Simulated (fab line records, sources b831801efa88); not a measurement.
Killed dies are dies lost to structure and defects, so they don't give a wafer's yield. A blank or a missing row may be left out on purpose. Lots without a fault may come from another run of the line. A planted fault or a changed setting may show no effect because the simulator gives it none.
Tool commonality check | flow gf180mcu | 11 lots, 39 wafers sampled

WHY IT WAS OPENED
At GF_V1_RS_MEAS_24 the reading V1_W_RS is flagged on 2 of 11 lots. Wafers without a fault read 0.3288 ohm/sq, standard deviation 0.0026.
Rule: a lot is flagged when every wafer of it that has a number lies more than 4 standard deviations from that mean, or none has a number. The other lots count as sound.

lot  | measured     | on            | V1_W_RS (ohm/sq), wafer by wafer          | flag
L448 | day 18 00:32 | film_metro-04 | 0.3298 0.3267 0.3278                      |
L450 | day 18 16:23 | film_metro-04 | 0.3231 0.3214 0.3293                      |
L451 | day 19 04:52 | film_metro-02 | 0.3318 0.3236 0.3272                      |
L455 | day 20 23:25 | film_metro-02 | 0.3298 0.3287 0.3257                      |
L457 | day 21 10:16 | film_metro-04 | 0.3336 0.3264 0.3307                      |
L458 | day 22 09:49 | film_metro-01 | 0.3301 0.3366 0.3335                      |
L460 | day 22 23:46 | film_metro-01 | 0.3277 0.3293 0.3301                      |
L462 | day 23 15:45 | film_metro-01 | 0.3297 0.3277 0.3249                      |
L467 | day 24 20:41 | film_metro-04 | 0.3505 0.3507 0.3450 0.3498 0.3508 0.3449 | FLAGGED
L469 | day 25 14:36 | film_metro-02 | 0.3501 0.3526 0.3494 0.3506 0.3526 0.3499 | FLAGGED
L471 | day 26 04:37 | film_metro-02 | 0.3300 0.3279 0.3334                      |
The numbers of the flagged lots are 0.3497 ohm/sq on average: +0.0209 ohm/sq against the usual, or +8 standard deviations.

WHICH TOOL RAN EACH LOT
The record holds 1 process step before the reading, out of a route of 602 steps. In each cell: the tool, then ch and the chambers that the sampled wafers went through, then the start.
lot  | flag    | GF_V1_CVD_23
L448 |         | cvd_w-01 ch 0,1, day 18 00:26
L450 |         | cvd_w-02 ch 0,1, day 18 16:15
L451 |         | cvd_w-01 ch 0,1, day 19 04:45
L455 |         | cvd_w-01 ch 0,1, day 20 23:18
L457 |         | cvd_w-01 ch 0, day 21 10:03
L458 |         | cvd_w-01 ch 0,1, day 22 09:43
L460 |         | cvd_w-02 ch 0, day 22 23:34
L462 |         | cvd_w-02 ch 0,1, day 23 15:38
L467 | FLAGGED | cvd_w-01 ch 0,1, day 24 20:34
L469 | FLAGGED | cvd_w-01 ch 0,1, day 25 14:29
L471 |         | cvd_w-02 ch 0,1, day 26 04:29
What these steps do:
- GF_V1_CVD_23: deposits W, target thk 350 nm, time 105.05 s.
- GF_V1_RS_MEAS_24: measures by four-point-probe.

FLAGGED OVER TOTAL, TOOL BY TOOL (the gauges that took the reading come last)
step             | tool          | lots run | flagged | share of the flagged lots | sound lots run after its first flagged lot
GF_V1_CVD_23     | cvd_w-01      | 7        | 2       | all                       | 0
GF_V1_CVD_23     | cvd_w-02      | 4        | 0       | none                      | -
GF_V1_RS_MEAS_24 | film_metro-01 | 3        | 0       | none                      | -
GF_V1_RS_MEAS_24 | film_metro-02 | 4        | 1       | some                      | 1 (L471)
GF_V1_RS_MEAS_24 | film_metro-04 | 4        | 1       | some                      | 0

WHAT THE TABLE ALLOWS
1 row of the table ran every flagged lot: cvd_w-01 at GF_V1_CVD_23.
- cvd_w-01 at GF_V1_CVD_23: 2 of its 7 lots flagged. Its last sound lot is L458 (day 22 09:43), its first flagged lot L467 (day 24 20:34): a fault that began between those two fits. Its own readings lie more than 4 standard deviations out on every wafer of the flagged lots: chamber_pressure_Torr.
One tool is left: cvd_w-01 at GF_V1_CVD_23.

WHAT THE SIMULATOR HAD PUT IN
Process parameter drift: cvd_w-01, from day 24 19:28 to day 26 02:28, at GF_V1_CVD_23. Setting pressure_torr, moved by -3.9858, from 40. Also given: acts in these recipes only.
Lots struck among those shown: L467, L469. The rule above found the same.
